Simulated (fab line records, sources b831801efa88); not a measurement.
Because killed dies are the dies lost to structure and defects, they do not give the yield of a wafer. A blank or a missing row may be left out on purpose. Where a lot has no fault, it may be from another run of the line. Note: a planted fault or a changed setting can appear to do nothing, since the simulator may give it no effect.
Chamber matching    flow gf180mcu    GF_SAB_ETCH_11 on rie-diel-04: 4 sister chambers
The step etches SiO2 in C4F8/O2/Ar, target depth 55 nm, time 8.5 s. 4 wafers are shown with their chamber, then 7 later ones without.

## WAFERS PAIRED WITH THEIR CHAMBERS
wafer   chamber  oes-product-au (a.u.)
L213.2  1        0.995
L216.3  3        0.995
L223.1  0        1.011
L223.2  2        0.987

## WAFERS WHOSE CHAMBER IS MISSING
wafer   oes-product-au (a.u.)
L223.6  0.990
L225.1  1.007
L225.3  0.996
L225.6  0.987
L229.1  1.002
L229.3  0.998
L229.4  1.000

## THE CHAMBER EACH PASSED THROUGH
wafer    from the rows above            in truth
L223.6   can't be placed: 2 or 1 or 3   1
L225.1   0                              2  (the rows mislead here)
L225.3   can't be placed: 1 or 3        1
L225.6   2                              2
L229.1   can't be placed: 1 or 3 or 0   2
L229.3   can't be placed: 1 or 3        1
L229.4   can't be placed: 1 or 3 or 0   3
Correctly placed: 1 of 7. Not placeable from these rows: 5 (in 4, the candidates include the true chamber). Wrongly placed: 1.
How it was worked out, from the rows above alone: a wafer's distance from a chamber is the root of the sum, over the readings, of the square of ((its reading less the chamber's mean) divided by the reading's scatter). The wafer belongs to the nearest chamber; if the next one is less than 2 further off, it can't be placed. A chamber's mean is the mean of its shown wafers. The scatter: with one shown wafer a chamber, the root of the mean of the squares of how far each hidden wafer lies from its nearest shown one.
